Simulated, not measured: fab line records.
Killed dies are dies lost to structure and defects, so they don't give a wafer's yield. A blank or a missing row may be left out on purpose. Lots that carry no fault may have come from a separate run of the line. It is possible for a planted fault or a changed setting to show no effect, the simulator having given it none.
Which tool did it? | flow sky130 | Sampling: 7 lots, 21 wafers, 4 of 708 route steps

== WHAT THE GAUGES READ, wafer by wafer ==
SKY_METAL2_RS_MEAS_05: uses a four-point probe to measure.
lot  | measured     | on            | METAL2_ALCU_RS (ohm/sq)
L819 | day 34 16:21 | film_metro-01 | 0.1247 0.1239 0.1245
L821 | day 35 17:40 | film_metro-03 | 0.1285 0.1301 0.1309
L823 | day 36 03:09 | film_metro-03 | 0.1304 0.1243 0.1303
L827 | day 37 01:15 | film_metro-04 | 0.1271 0.1282 0.1293
L835 | day 39 14:43 | film_metro-04 | 0.1238 0.1232 0.1232
L837 | day 40 00:02 | film_metro-01 | 0.1324 0.1276 0.1322
L840 | day 40 18:38 | film_metro-01 | 0.1282 0.1269 0.1274

== EACH LOT AND THE TOOL THAT RAN IT (in order: tool; ch and the chambers of the sampled wafers; start) ==
lot  | SKY_METAL1_DESCUM_17              | SKY_VIA1_CMP_02               | SKY_METAL2_SPUTTER_02
L819 | rie_metal-03 ch 0,1, day 33 10:30 | cmp-01 ch 0,1,3, day 33 11:27 | pvd_sputter-01, day 34 16:16
L821 | rie_metal-03 ch 0, day 34 12:57   | cmp-02 ch 0,2,3, day 34 14:19 | pvd_sputter-02, day 35 17:33
L823 | rie_metal-01 ch 0, day 34 22:20   | cmp-02 ch 0,2,3, day 34 23:20 | pvd_sputter-04, day 36 03:02
L827 | rie_metal-01 ch 0,1, day 35 20:12 | cmp-02 ch 0,3, day 35 21:11   | pvd_sputter-02, day 37 01:06
L835 | rie_metal-03 ch 0,1, day 38 11:00 | cmp-01 ch 1,2, day 38 12:02   | pvd_sputter-04, day 39 14:36
L837 | rie_metal-01 ch 0,1, day 38 20:37 | cmp-01 ch 0,2,3, day 38 21:33 | pvd_sputter-04, day 39 23:54
L840 | rie_metal-01 ch 0,1, day 39 15:05 | cmp-01 ch 1,2, day 39 16:04   | pvd_sputter-01, day 40 18:31
- SKY_METAL1_DESCUM_17: chemistry O2, time 8 s.
- SKY_VIA1_CMP_02: polishes SiO2.
- SKY_METAL2_SPUTTER_02: material AlCu, target thk 250 nm, time 13.3 s.

== THE ANSWER, worked out from the rows above alone ==
Rule: the lots themselves supply what counts as usual. The widest of any qualifying gaps counts: lots, ordered by their means at a reading, are off when they make up no more than a third of the lots, leave a main group of 4 or more, and stand apart from it by 3 or more times the standard deviation of that group's means. A main group whose means are all the same, to the digits that the tables above print for the reading, isn't used. Also off: a lot with no number at a reading for which 4 or more lots have one. All remaining lots with rows at the step are treated as sound.
Nothing can be told from this: no lot is off at any reading shown.

== WHAT HAD BEEN PUT IN BY THE SIMULATOR ==
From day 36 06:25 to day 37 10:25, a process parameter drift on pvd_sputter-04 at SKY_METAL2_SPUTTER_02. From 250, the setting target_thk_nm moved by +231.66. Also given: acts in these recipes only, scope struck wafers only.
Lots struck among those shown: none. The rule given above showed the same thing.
